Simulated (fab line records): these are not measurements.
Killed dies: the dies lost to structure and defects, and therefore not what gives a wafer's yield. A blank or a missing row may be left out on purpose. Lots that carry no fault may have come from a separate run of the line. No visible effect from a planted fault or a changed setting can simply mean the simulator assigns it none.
8D (eight disciplines) problem report, filled in by code ; flow sky130 ; the parts of the form that need people (team, actions taken, sign-off) are left out

== 1. WHAT WENT WRONG ==
LDD_HVN_TW at SKY_LDD_HVN_TW_MEAS_10 reads a mean of 1092 on 6 wafers of 2 lots; wafers without a fault read 1450 with a standard deviation of 10. That puts it -36 standard deviations away from the usual mean.
First seen on wafer L130.1, day 25 22:28, on film-metro-02. At this step, 37 wafers from 13 lots have a number in the record. By rule, "out" or "out of limits" means more than 4 standard deviations away from the usual mean. Any other wafer with a number is counted as sound.

== 2. WHAT IT IS AND WHAT IT IS NOT ==
question;is;is not
which readings at this step;LDD_HVN_TW;-
which lots;L130, L132;L119, L120, L121, L123, L124, L131, L133, L134, L136, L137, L139
which wafers of those lots;all that have a number;-
read on which gauges;film-metro-01, film-metro-02;film-metro-03
when;from day 25 22:28;"up to then (14 sound wafers); but 17 sound wafers of L131, L133, L134, L136, L137, L139 came after"

== 3. THE SUSPECTS, EACH WITH WHAT RULES IT OUT ==
Counting: a tool stays on the suspect list if, at a process step up to the reading, it processed all lots that are out and no sound lot following the first of them.
- the gauge at SKY_LDD_HVN_TW_MEAS_10 is ruled out. Those wafers that are out were read across 2 gauges (film-metro-01, film-metro-02).
- rie-diel-02 at SKY_POLY_GATE_ETCH_15 (etches BARC in N2/H2, stops on SiO2, time 118.5 s, target depth 110 nm): ruled out as a lasting fault. Sound lots L131, L134, L136, L137 ran on it after its first lot that is out, L130 (day 22 02:19).
- implanter-01 at SKY_LDD_HVN_IMPLANT_08: kept. It ran every lot that is out, first L130 (day 25 22:13), and no sound lot after that; its last sound lot up to then is L124 (day 23 14:25). Its own readings are out on those wafers: dose-ions-cm2, faraday-current-uA.
The count leaves implanter-01 at SKY_LDD_HVN_IMPLANT_08.

== 4. THE CAUSE (what the simulator had put in) ==
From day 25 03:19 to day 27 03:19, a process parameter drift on implanter-01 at SKY_LDD_HVN_IMPLANT_08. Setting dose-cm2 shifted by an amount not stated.
After counting, this tool was the only one left.

== 5. SEQUENCE OF EFFECTS, ordered by route ==
Each row: a reading whose mean over the struck wafers that have a number lies more than 3 standard deviations from the usual. Only readings whose record carries a usual standard deviation are examined. hours: median over the lots of the time between each lot's start at the first step of this table that gives one and its start at this step. sigmas: the change, counted in usual standard deviations.
hours;step;reading;usual;on struck wafers;change;sigmas
0;SKY_LDD_HVN_IMPLANT_08;dose-ions-cm2;3.001e+13;1.225e+13;-1.776e+13;-99 or more
0;SKY_LDD_HVN_IMPLANT_08;faraday-current-uA;169;68;-101;-31
0;SKY_LDD_HVN_TW_MEAS_10;LDD_HVN_TW;1450;1092;-358;-36
The process steps in it:
- SKY_LDD_HVN_IMPLANT_08
Later measuring or inspecting steps at which every struck wafer that the step has a row for has a number for every such reading, and none has moved that far: SKY_LDD_HVP_OVL_MEAS_07.

== 6. WHAT WOULD HAVE CAUGHT IT SOONER ==
19 hours passed between the start of the fault at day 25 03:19 and the first reading out of limits at a measuring or inspecting step in this record, taken at day 25 22:28.
The tool's own readings at SKY_LDD_HVN_IMPLANT_08 were out on every struck wafer that the step has a row for (dose-ions-cm2, faraday-current-uA): an alarm limit on them would have fired on the first of those.
Lots out: 2; of these, L132 started SKY_LDD_HVN_IMPLANT_08 on implanter-01 after day 25 22:28. Had the tool been put on hold then, it would have been spared.
